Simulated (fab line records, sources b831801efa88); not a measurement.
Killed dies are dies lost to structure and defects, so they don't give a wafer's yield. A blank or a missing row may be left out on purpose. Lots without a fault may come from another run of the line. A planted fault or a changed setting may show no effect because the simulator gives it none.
Which tool did it? | flow sky130 | 13 lots, 39 wafers sampled, at 5 steps of a route of 708

WHAT THE GAUGES READ, wafer by wafer
SKY_DNWELL_TW_MEAS_09.
lot  | measured    | on            | DNWELL_TW
L449 | day 3 06:25 | film_metro-04 | 1125 1134 1125
L450 | day 3 14:43 | film_metro-03 | 1116 1118 1118
L451 | day 3 16:44 | film_metro-03 | 1119 1115 1118
L453 | day 4 01:58 | film_metro-04 | 1125 1127 1124
L455 | day 4 16:31 | film_metro-04 | 30 30 30
L459 | day 5 11:04 | film_metro-03 | 1120 1107 1118
L464 | day 6 16:51 | film_metro-01 | 1122 1127 1138
L465 | day 6 20:16 | film_metro-01 | 1124 1117 1124
L466 | day 7 02:13 | film_metro-04 | 1118 1111 1111
L467 | day 7 09:14 | film_metro-03 | 1107 1110 1111
L468 | day 7 12:53 | film_metro-04 | 1112 1112 1118
L469 | day 7 20:01 | film_metro-01 | 1132 1125 1129
L471 | day 8 12:23 | film_metro-01 | 1127 1125 1124

SKY_NWELL_TW_MEAS_15.
lot  | measured     | on            | NWELL_TW
L449 | day 4 15:55  | film_metro-03 | 1821 1819 1820
L450 | day 5 01:09  | film_metro-03 | 1810 1824 1822
L451 | day 5 02:29  | film_metro-03 | 1826 1817 1827
L453 | day 5 12:22  | film_metro-03 | 1821 1829 1823
L455 | day 6 05:42  | film_metro-04 | 1960 1958 1967
L459 | day 7 01:36  | film_metro-01 | 1842 1852 1836
L464 | day 8 09:42  | film_metro-03 | 1826 1836 1821
L465 | day 8 13:37  | film_metro-03 | 1823 1827 1826
L466 | day 8 18:34  | film_metro-04 | 1824 1828 1825
L467 | day 9 02:02  | film_metro-04 | 1835 1828 1844
L468 | day 9 07:18  | film_metro-04 | 1826 1831 1832
L469 | day 9 14:03  | film_metro-01 | 1848 1847 1851
L471 | day 10 09:13 | film_metro-03 | 1829 1829 1832

SKY_POLY_GATE_CD_MEAS_22.
lot  | measured     | on        | cd_nm (nm)
L449 | day 16 13:59 | cd_sem-02 | 146.3 150.1 149.8
L450 | day 17 03:56 | cd_sem-02 | 153.3 151.1 152.1
L451 | day 17 06:43 | cd_sem-02 | 148.6 148.6 148.8
L453 | day 17 19:44 | cd_sem-02 | 152.0 152.7 147.0
L455 | day 19 00:58 | cd_sem-01 | 146.2 150.5 147.8
L459 | day 20 20:17 | cd_sem-01 | 150.7 149.8 151.5
L464 | day 22 03:49 | cd_sem-01 | 150.6 150.1 155.3
L465 | day 22 10:29 | cd_sem-01 | 149.9 151.0 150.3
L466 | day 23 08:41 | cd_sem-01 | 151.0 152.1 152.3
L467 | day 23 07:42 | cd_sem-02 | 148.2 150.8 148.9
L468 | day 23 10:52 | cd_sem-02 | 148.1 148.2 154.1
L469 | day 24 16:32 | cd_sem-01 | 149.3 150.1 151.2
L471 | day 24 17:29 | cd_sem-02 | 149.3 148.5 151.5

SKY_LDD_P_OVL_MEAS_08.
lot  | measured     | on         | LDD_P_OVL (nm)
L449 | day 18 22:13 | overlay-02 | -1.3 -0.8 1.1
L450 | day 19 14:15 | overlay-01 | -2.0 -0.3 -3.1
L451 | day 19 17:37 | overlay-01 | -1.3 -3.1 -4.6
L453 | day 20 08:03 | overlay-02 | -1.9 -2.9 -3.4
L455 | day 21 16:40 | overlay-02 | -2.9 -2.2 -0.4
L459 | day 23 09:37 | overlay-01 | -1.6 -1.8 -1.9
L464 | day 24 16:33 | overlay-01 | -1.6 -2.0 -2.3
L465 | day 24 23:52 | overlay-02 | -3.6 -1.6 -1.6
L466 | day 25 21:07 | overlay-01 | -0.2 -2.1 -3.9
L467 | day 25 19:22 | overlay-01 | -3.7 -4.7 -2.7
L468 | day 25 22:58 | overlay-01 | -3.9 -1.9 -3.0
L469 | day 27 03:32 | overlay-01 | -2.7 -2.9 -4.1
L471 | day 27 05:17 | overlay-01 | -3.1 -0.3 -2.5

WHICH TOOL RAN EACH LOT (tool, then ch and the chambers of the sampled wafers, then the start)
lot  | SKY_DNWELL_EXPOSE_04
L449 | iline_stepper-02 ch 0, day 2 22:17
L450 | iline_stepper-01 ch 0, day 3 06:33
L451 | iline_stepper-02 ch 0, day 3 08:46
L453 | iline_stepper-01 ch 0, day 3 17:25
L455 | iline_stepper-02 ch 0, day 4 07:22
L459 | iline_stepper-02 ch 0, day 5 01:15
L464 | iline_stepper-02 ch 0, day 6 07:33
L465 | iline_stepper-01 ch 0, day 6 11:11
L466 | iline_stepper-02 ch 0, day 6 16:23
L467 | iline_stepper-02 ch 0, day 6 21:29
L468 | iline_stepper-01 ch 0, day 7 02:32
L469 | iline_stepper-01 ch 0, day 7 10:20
L471 | iline_stepper-01 ch 0, day 8 01:44
- SKY_DNWELL_EXPOSE_04: exposes mask DNM, target cd 3000 nm.

WHAT THE TOOLS THEMSELVES READ (means of the sampled wafers that have a number; where no wafer has one, the mark that the record gives instead)
The record holds no such reading with a usual standard deviation.

THE ANSWER, worked out from the rows above alone
Rule: what is usual is taken from the lots themselves. Put in order of their means at a reading, lots are off if they are a third of the lots or fewer, leave a main group of 4 or more, and stand apart from it by a gap of 3 or more times the standard deviation of the main group's means; of several such gaps the widest counts. A main group whose means are all the same, to the digits that the tables above print for the reading, isn't used. A lot without any number at a reading at which 4 lots or more have one is off too. The other lots that the step has rows for count as sound. The gauges are gone through in route order, then the tools' own readings, and for those a lot's mean is taken as printed above. The first step at which some lot is off is used, and at that step the reading that is off furthest; a lot without a number counts as furthest.
Off: L455, at SKY_DNWELL_TW_MEAS_09 (DNWELL_TW). The main group: mean 1120, standard deviation 6.5.
A tool fits if, at a process step before that reading, it ran every lot that is off, and no sound lot after the first of them. The gauges at SKY_DNWELL_TW_MEAS_09 are tried like those tools. None of those tried fits.

WHAT THE SIMULATOR HAD PUT IN
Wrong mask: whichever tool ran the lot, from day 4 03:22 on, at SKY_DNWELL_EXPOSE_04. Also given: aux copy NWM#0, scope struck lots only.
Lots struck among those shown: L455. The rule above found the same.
